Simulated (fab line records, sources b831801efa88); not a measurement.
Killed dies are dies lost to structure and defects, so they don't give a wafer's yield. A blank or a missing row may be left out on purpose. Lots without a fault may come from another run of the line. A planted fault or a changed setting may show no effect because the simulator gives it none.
fab line records | flow sky130
record lots=6 wafers=17 last_day=50
route steps=708 shown SD_N@344 SD_P@359 RES_XHIGH@360 PAD_OPEN@708
lots that met no fault: from a run of the same line without faults
start_h: hours from the record's first day to the start of the lot's first wafer shown | wait_h: hours since the lot's step before | " the same as in the row above | L1.1+2: a row that stands for several wafers | - no value, or no start given | * or withheld: withheld | < > ~ a bound
route shown NAME@n: a module of which the file shows steps, and the number in the route of the first | usual: mean/standard deviation of fault-free wafers | same: alike in all rows | chamber/n: place in a boat | sites: the reading at each site | _std_site: their standard deviation | _edge_site: outer sites' mean less inner sites' | radius_mm: how far each site lies from the wafer's centre | mask NAME#n: copy n | behind: the tool/chamber that last shaped the wafer | hold: why the lot was held/for how many hours/how that ended | device: the transistor (n, p or np) that didn't switch | end of line: the same wafers' tests at the end of the route | a step without rows: its recipe alone | killed: dies lost to structure and defects at the first sort, not the wafer's yield | map: a wafer's dies, x killed, . not, _ none there
set.NAME: the setting as run; set.NAME@STEP: as run at that earlier step | model.NAME: the simulator's own value behind a step, which no gauge read
lots at some steps of the route; a table a step, a row a wafer
## steps
# step SKY_SD_N_COAT_02
# recipe resist=NOVOLAK spin_rpm=3000 resist_thk_nm=1140
# step SKY_SD_N_SOFTBAKE_03
# recipe temp_c=90 time_s=60 resist=NOVOLAK
# step SKY_SD_N_EXPOSE_04
# recipe mask_id=NSDM na=0.6 source_shape=conventional sigma_outer=0.6 polarization=unpolarized target_cd_nm=380 dose_mj=141
# step SKY_SD_N_PEB_05
# recipe temp_c=withheld time_s=* resist=NOVOLAK
# step SKY_SD_N_DEVELOP_06
# recipe resist=NOVOLAK developer=TMAH develop_time_s=60 dev_temp_c=23
# step SKY_SD_N_CD_MEAS_07
# recipe target_cd_nm=380
# usual cd_nm=379.7/2.6
# columns lot.wafer tool chamber start_h wait_h cd_nm
L594.3 cd_sem-01 - 723.99 0.1 378.8
L594.5 " - " " 377.2
L594.6 " - " " 381.3
L597.2 cd_sem-02 - 739.08 0.1 378.5
L597.4 " - " " 375.9
L597.6 " - " " 378.0
L604.1 cd_sem-02 - 797.16 0.1 374.3
L604.3 " - " " 373.8
L604.5 " - " " 375.7
L606.1 cd_sem-02 - 806.70 0.1 383.4
L606.5 " - " " 379.5
L607.1 cd_sem-01 - 815.25 0.1 377.8
L607.2 " - " " 377.7
L607.6 " - " " 379.2
L609.1 cd_sem-02 - 830.91 0.1 380.1
L609.5 " - " " 378.8
L609.6 " - " " 379.3
# step SKY_SD_N_OVL_MEAS_08
# usual SD_N_OVL=0.3/1.5
# columns lot.wafer tool chamber start_h wait_h SD_N_OVL[nm]
L594.3 overlay-01 - 724.08 0.1 4.0
L594.5 " - " " 1.9
L594.6 " - " " 1.0
L597.2 overlay-01 - 739.19 0.1 1.0
L597.4 " - " " 2.3
L597.6 " - " " 0.4
L604.1 overlay-01 - 797.28 0.1 0.6
L604.3 " - " " 0.4
L604.5 " - " " -0.4
L606.1 overlay-01 - 806.82 0.1 -2.1
L606.5 " - " " -2.0
L607.1 overlay-01 - 815.37 0.1 -0.6
L607.2 " - " " 0.7
L607.6 " - " " -0.3
L609.1 overlay-02 - 831.03 0.1 -1.7
L609.5 " - " " 1.8
L609.6 " - " " -1.9
# step SKY_SD_N_IMPLANT_09
# recipe species=As energy_kev=50 dose_cm2=4e+15 tilt_deg=0
# step SKY_SD_N_IMPLANT_10
# recipe species=P energy_kev=20 dose_cm2=1e+14 tilt_deg=0
# step SKY_SD_N_STRIP_11
# recipe chemistry=O2/N2 power_w=1400 pressure_mtorr=1500 platen_temp_c=withheld o2_flow_sccm=3000 n2_flow_sccm=300 overash_fraction=0.5
# usual drypump_motor_current_A=5.6/0.53 oes_product_au=0.528/0.0046 strip_time_to_endpoint_s=22.55/0.051
# same overash_fraction=0.5
# columns lot.wafer tool chamber start_h wait_h drypump_motor_current_A oes_product_au rf_hours_counter_h strip_time_to_endpoint_s
L594.3 plasma_asher-01 1 724.44 0.1 6.1 0.531 - 22.61
L594.5 " 0 " " 5.0 0.523 - 22.64
L594.6 " 1 " " 6.1 0.527 - 22.58
L597.2 plasma_asher-01 1 739.52 0.1 6.1 0.530 30 22.53
L597.4 " 0 " " 4.9 0.529 - 22.56
L597.6 " 0 " " 4.9 0.530 - 22.54
L604.1 plasma_asher-02 0 797.62 0.1 5.3 0.533 69 22.56
L604.3 " 1 " " 5.7 0.523 - 22.56
L604.5 " 0 " " 5.3 0.522 - 22.58
L606.1 plasma_asher-01 1 807.16 0.1 6.1 0.527 37 22.61
L606.5 " 1 " " 6.1 0.542 - 22.63
L607.1 plasma_asher-02 0 815.71 0.1 5.3 0.516 71 22.59
L607.2 " 1 " " 5.7 0.522 71 22.58
L607.6 " 0 " " 5.3 0.525 - 22.52
L609.1 plasma_asher-01 1 831.36 0.1 6.1 0.530 39 22.54
L609.5 " 1 " " 6.1 0.531 - 22.49
L609.6 " 0 " " 5.0 0.527 - 22.50
# step SKY_SD_N_TW_MEAS_12
# usual SD_N_TW=3987/23
# columns lot.wafer tool chamber start_h wait_h SD_N_TW
L594.3 film_metro-02 - 724.53 0.1 3954
L594.5 " - " " 3931
L594.6 " - " " 3966
L597.2 film_metro-03 - 739.63 0.1 4003
L597.4 " - " " 4010
L597.6 " - " " 4015
L604.1 film_metro-02 - 797.72 0.1 3979
L604.3 " - " " 3974
L604.5 " - " " 3977
L606.1 film_metro-01 - 807.26 0.1 3996
L606.5 " - " " 4002
L607.1 film_metro-03 - 815.81 0.1 4012
L607.2 " - " " 4003
L607.6 " - " " 4016
L609.1 film_metro-01 - 831.46 0.1 4014
L609.5 " - " " 4004
L609.6 " - " " 4004
# step SKY_SD_N_CLEAN_13
# recipe chemistry=SC1/SC2 mix=1:4:20 temp_c=70 time_s=150 dry=n2_spin
# step SKY_SD_N_RTA_14
# recipe temp_c=1075 time_s=2 idle_temp_c=650 ramp_up_c_per_s=150 ramp_down_c_per_s=90 ambient=N2
# usual lamp_power_pct=15.73/0.052 ramp_down_c_per_s=90.000/0.017 wafer_temp_C_max=1078.0/1.1
# columns lot.wafer tool chamber start_h wait_h lamp_power_pct ramp_down_c_per_s wafer_temp_C_max
L594.3 rtp_anneal-01 0 724.68 0.0 15.63 90.010 1078.6
L594.5 " 0 " " 15.62 90.015 1078.4
L594.6 " 0 " " 15.68 89.991 1077.2
L597.2 rtp_anneal-02 0 739.74 0.0 15.66 90.005 1076.4
L597.4 " 0 " " 15.81 89.994 1078.7
L597.6 " 0 " " 15.77 90.014 1079.1
L604.1 rtp_anneal-01 0 797.83 0.0 15.82 89.992 1082.5
L604.3 " 0 " " 15.70 89.976 1083.7
L604.5 " 0 " " 15.67 89.986 1083.5
L606.1 rtp_anneal-01 0 807.37 0.0 15.78 90.005 1083.0
L606.5 " 0 " " 15.84 89.952 1083.8
L607.1 rtp_anneal-02 0 815.92 0.0 15.70 89.995 1077.1
L607.2 " 0 " " 15.75 90.004 1078.0
L607.6 " 0 " " 15.69 90.008 1075.7
L609.1 rtp_anneal-02 0 831.57 0.0 15.69 90.019 1076.4
L609.5 " 0 " " 15.69 89.999 1079.8
L609.6 " 0 " " 15.74 90.022 1077.9
# step SKY_SD_N_RS_MEAS_16
# recipe thk_meas_gauge=four-point-probe
# usual SD_N_RS=68.54/0.13
# columns lot.wafer tool chamber start_h wait_h SD_N_RS[ohm/sq]
L594.3 film_metro-01 - 724.88 0.1 68.37
L594.5 " - " " 68.37
L594.6 " - " " 68.33
L597.2 film_metro-01 - 739.93 0.1 68.44
L597.4 " - " " 68.44
L597.6 " - " " 68.34
L604.1 film_metro-01 - 798.00 0.1 67.69
L604.3 " - " " 67.68
L604.5 " - " " 67.59
L606.1 film_metro-02 - 807.54 0.1 67.74
L606.5 " - " " 67.80
L607.1 film_metro-01 - 816.09 0.1 68.41
L607.2 " - " " 68.46
L607.6 " - " " 68.47
L609.1 film_metro-03 - 831.75 0.1 68.78
L609.5 " - " " 68.63
L609.6 " - " " 68.70
# step SKY_SD_N_RS_MEAS_17
# recipe thk_meas_gauge=four-point-probe
# usual SD_P_RS=147.0/0.4
# columns lot.wafer tool chamber start_h wait_h SD_P_RS[ohm/sq]
L594.3 film_metro-01 - 725.00 0.1 147.0
L594.5 " - " " 146.5
L594.6 " - " " 146.6
L597.2 film_metro-01 - 740.05 0.1 146.7
L597.4 " - " " 146.5
L597.6 " - " " 146.9
L604.1 film_metro-01 - 798.12 0.1 142.2
L604.3 " - " " 142.3
L604.5 " - " " 142.4
L606.1 film_metro-02 - 807.66 0.1 142.7
L606.5 " - " " 142.6
L607.1 film_metro-01 - 816.21 0.1 146.5
L607.2 " - " " 146.6
L607.6 " - " " 147.0
L609.1 film_metro-03 - 831.87 0.1 147.4
L609.5 " - " " 147.2
L609.6 " - " " 147.5
# step SKY_SD_N_RS_MEAS_18
# recipe thk_meas_gauge=four-point-probe
# usual RES_XHIGH_RS=333.5/1.1
# columns lot.wafer tool chamber start_h wait_h RES_XHIGH_RS[ohm/sq]
L594.3 film_metro-01 - 725.12 0.1 333.2
L594.5 " - " " 333.1
L594.6 " - " " 333.0
L597.2 film_metro-01 - 740.17 0.1 332.3
L597.4 " - " " 333.4
L597.6 " - " " 333.3
L604.1 film_metro-01 - 798.24 0.1 333.3
L604.3 " - " " 333.6
L604.5 " - " " 334.5
L606.1 film_metro-02 - 807.78 0.1 335.6
L606.5 " - " " 332.4
L607.1 film_metro-01 - 816.33 0.1 332.0
L607.2 " - " " 332.7
L607.6 " - " " 332.7
L609.1 film_metro-03 - 831.99 0.1 332.7
L609.5 " - " " 332.8
L609.6 " - " " 334.3
# step SKY_PAD_OPEN_PROBE_99
# usual killed_at_M0_to_M3=43/7.1 killed_at_M4_up=3.2/1.9 killed_at_contacts=23/5.1 killed_at_front_end=15/4.5 killed_at_other=0.4/0.65 killed_dies=85/9.4 killed_open=47/6.8 killed_short=38/6.1
# same gross_dies=492 killed_at_back_side=0
# columns lot.wafer tool chamber start_h wait_h killed_at_M0_to_M3 killed_at_M4_up killed_at_contacts killed_at_front_end killed_at_other killed_dies killed_open killed_short model.etest.res_xhigh_po.line_ohm_um model.etest.res_xhigh_po.rs_ohm_sq model.etest.res_pdiff.line_ohm_um model.etest.res_high_po.line_ohm_um model.etest.licon_high_po.rc_ohm model.etest.res_high_po.rs_ohm_sq model.etest.res_pdiff_hv.rs_ohm_sq model.etest.res_pdiff.rs_ohm_sq
L594.3 prober-01 - 1138.08 0.2 40 3 24 12 0 79 34 45 5727 2035 1349 739.9 347.8 262.1 190.4 196.1
L594.5 prober-01 - 1138.18 0.2 36 5 17 14 0 72 36 36 5787 2055 1367 746.2 349.4 261.2 191.9 196.4
L594.6 prober-01 - 1138.23 0.2 53 5 24 14 0 96 60 36 5800 2015 1332 724.9 355.3 256.3 189.3 195.6
L597.2 prober-02 - 1147.80 0.1 50 3 16 20 0 89 50 39 6040 2100 1373 763 357.1 263.6 189.9 198.5
L597.4 prober-02 - 1147.90 0.2 41 4 26 19 1 91 48 43 5888 2084 1340 756.8 348.8 264.9 188.3 197
L597.6 prober-02 - 1148.00 0.2 55 1 22 23 1 102 57 44 6266 2207 1386 771.6 356.9 267.2 189.8 197.6
L604.1 prober-01 - 1184.29 0.1 36 1 27 25 0 89 46 43 5413 1883 1315 715.8 321.5 251.2 184.4 191.4
L604.3 prober-01 - 1184.39 0.2 43 3 19 9 0 74 33 41 5572 1949 1324 729.1 328.2 254.3 182.3 190.8
L604.5 prober-01 - 1184.49 0.2 42 1 25 14 1 83 49 34 5564 1955 1340 724.4 324.1 255.3 183 189.9
L606.1 prober-01 - 1189.73 0.1 39 6 13 21 1 80 38 42 5504 1906 1335 717.3 316.6 254.1 186.8 192.2
L606.5 prober-01 - 1189.93 0.2 44 1 26 10 1 82 41 41 5616 1942 1335 734.4 327.3 258.5 187.4 191.9
L607.1 prober-02 - 1193.46 0.1 40 5 19 10 0 74 37 37 5802 1998 1376 739.6 337.1 258.8 192.9 196.9
L607.2 prober-02 - 1193.51 0.1 36 2 15 10 1 64 38 26 5391 1893 1379 715.1 336.1 251 194.5 198.3
L607.6 prober-02 - 1193.71 0.2 35 2 23 13 0 73 40 33 5347 1896 1404 706.8 343.2 249.5 192.1 198.5
L609.1 prober-02 - 1203.68 0.1 52 6 33 9 0 100 59 41 5726 2008 1370 740.1 361 262.3 194 198.3
L609.5 prober-02 - 1203.88 0.2 34 4 17 5 0 60 43 17 5719 1985 1342 752 347.4 262.8 193.6 200.2
L609.6 prober-02 - 1203.93 0.2 47 3 23 17 0 90 41 49 5713 2021 1371 754.2 344.8 261.4 193.4 198.9
# killed by level:class
L594.3 METAL1:geometric_particle:short=8 VIA1:geometric_particle:open=8 LI_CONTACT:geometric_particle:open=6 LOCAL_INTERCONNECT:geometric_particle:short=6 VIA2:geometric_particle:open=5 VIA3:geometric_particle:short=4 CONTACT:geometric_particle:short=4 CONTACT:geometric_particle:open=4
L594.5 VIA1:geometric_particle:open=7 VIA2:geometric_particle:open=7 CONTACT:geometric_particle:open=6 FIELD_ISO:geometric_particle:open=5 LOCAL_INTERCONNECT:geometric_particle:short=5 VIA1:geometric_particle:short=5 CONTACT:geometric_particle:short=4 METAL2:geometric_particle:short=4
L594.6 VIA1:geometric_particle:open=15 VIA3:geometric_particle:open=9 LI_CONTACT:geometric_particle:open=8 LOCAL_INTERCONNECT:geometric_particle:short=7 VIA2:geometric_particle:open=6 METAL1:geometric_particle:short=6 VIA1:geometric_particle:short=5 SPACER:geometric_particle:open=5
L597.2 VIA1:geometric_particle:open=12 VIA2:geometric_particle:open=9 CONTACT:geometric_particle:open=9 VIA2:geometric_particle:short=8 FIELD_ISO:geometric_particle:short=5 VIA1:geometric_particle:short=5 FIELD_ISO:geometric_particle:open=4 POLY_GATE:geometric_particle:short=3
L597.4 VIA3:geometric_particle:open=13 CONTACT:geometric_particle:open=10 VIA1:geometric_particle:open=7 POLY_GATE:geometric_particle:open=6 METAL2:geometric_particle:short=6 LI_CONTACT:geometric_particle:open=5 FIELD_ISO:geometric_particle:short=4 LI_CONTACT:geometric_particle:short=4
L597.6 VIA1:geometric_particle:open=14 CONTACT:geometric_particle:open=10 VIA3:geometric_particle:open=8 METAL1:geometric_particle:short=6 VIA2:geometric_particle:open=6 FIELD_ISO:geometric_particle:short=5 METAL3:geometric_particle:short=5 FIELD_ISO:geometric_particle:open=4
L604.1 POLY_GATE:geometric_particle:open=8 METAL2:geometric_particle:short=8 LI_CONTACT:geometric_particle:open=7 CONTACT:geometric_particle:open=7 VIA2:geometric_particle:open=6 CONTACT:geometric_particle:short=6 FIELD_ISO:geometric_particle:open=5 VIA1:geometric_particle:open=5
L604.3 VIA2:geometric_particle:open=10 METAL1:geometric_particle:short=8 VIA1:geometric_particle:open=7 VIA2:geometric_particle:short=6 METAL2:geometric_particle:short=5 CONTACT:geometric_particle:short=4 LI_CONTACT:geometric_particle:short=4 LI_CONTACT:geometric_particle:open=4
L604.5 VIA1:geometric_particle:open=10 CONTACT:geometric_particle:open=10 VIA3:geometric_particle:open=9 LI_CONTACT:geometric_particle:open=6 CONTACT:geometric_particle:short=6 METAL1:geometric_particle:short=6 VIA2:geometric_particle:open=5 FIELD_ISO:geometric_particle:open=4
L606.1 METAL2:geometric_particle:short=7 VIA1:geometric_particle:open=6 VIA2:geometric_particle:open=6 POLY_GATE:geometric_particle:short=5 METAL4:geometric_particle:short=5 FIELD_ISO:geometric_particle:short=4 LI_CONTACT:geometric_particle:short=4 VIA3:geometric_particle:open=4
L606.5 VIA2:geometric_particle:open=12 LI_CONTACT:geometric_particle:open=11 VIA1:geometric_particle:open=9 CONTACT:geometric_particle:short=6 METAL2:geometric_particle:short=6 VIA3:geometric_particle:short=5 POLY_GATE:geometric_particle:short=4 LOCAL_INTERCONNECT:geometric_particle:short=4
L607.1 VIA1:geometric_particle:open=12 CONTACT:geometric_particle:short=7 CONTACT:geometric_particle:open=6 VIA3:geometric_particle:open=6 METAL1:geometric_particle:short=5 VIA1:geometric_particle:short=5 METAL2:geometric_particle:short=4 METAL4:geometric_particle:short=4
L607.2 VIA1:geometric_particle:open=7 VIA2:geometric_particle:open=5 CONTACT:geometric_particle:open=5 POLY_GATE:geometric_particle:open=4 LI_CONTACT:geometric_particle:open=4 VIA3:geometric_particle:open=4 VIA1:geometric_particle:short=4 VIA3:geometric_particle:short=4
L607.6 CONTACT:geometric_particle:open=12 VIA1:geometric_particle:open=6 VIA2:geometric_particle:open=6 FIELD_ISO:geometric_particle:short=5 CONTACT:geometric_particle:short=4 METAL2:geometric_particle:short=4 VIA3:geometric_particle:open=4 LI_CONTACT:geometric_particle:short=3
L609.1 CONTACT:geometric_particle:open=12 VIA2:geometric_particle:open=11 VIA1:geometric_particle:open=11 LOCAL_INTERCONNECT:geometric_particle:short=8 METAL1:geometric_particle:short=7 LI_CONTACT:geometric_particle:open=6 CONTACT:geometric_particle:short=5 VIA3:geometric_particle:open=5
L609.5 VIA3:geometric_particle:open=10 VIA1:geometric_particle:open=9 CONTACT:geometric_particle:open=7 VIA2:geometric_particle:open=6 LI_CONTACT:geometric_particle:open=3 VIA1:geometric_particle:short=3 METAL4:geometric_particle:open=2 FIELD_ISO:geometric_particle:open=2
L609.6 VIA1:geometric_particle:open=9 VIA1:geometric_particle:short=8 FIELD_ISO:geometric_particle:open=7 FIELD_ISO:geometric_particle:short=7 LI_CONTACT:geometric_particle:short=5 LI_CONTACT:geometric_particle:open=5 CONTACT:geometric_particle:short=5 VIA3:geometric_particle:open=5
## key
first_sign step=SKY_SD_N_RTA_14 reading=wafer_temp_C_max direction=up sigmas=4.8 usual=* struck=*
effect step=SKY_SD_N_RS_MEAS_16 reading=SD_N_RS direction=down sigmas=6.6 usual=68.54 struck=67.70
effect step=SKY_SD_N_RS_MEAS_17 reading=SD_P_RS direction=down sigmas=11 usual=147.0 struck=142.4
model_effect step=SKY_PAD_OPEN_PROBE_99 value=etest.res_xhigh_po.line_ohm_um without=5808 struck=5534
met_at SKY_SD_N_RTA_14
struck_wafers L604.1,L604.3,L604.5,L606.1,L606.5
tester_left_out L604,L606
onset_between 724.68 797.83
fault kind=process_parameter_drift tool=rtp_anneal-01 chamber=- onset_h=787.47 steps=SKY_SD_N_RTA_14 channel=temp_c offset=* shape=step end_h=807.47 acts_in=* stated=*
# tester_left_out: of these lots the tester's yield and bins aren't shown, on N5 and GAA mostly nor the transistor test; their killed dies are dies lost to structure and defects alone, not to doping, threshold or leakage, so they don't give the yield
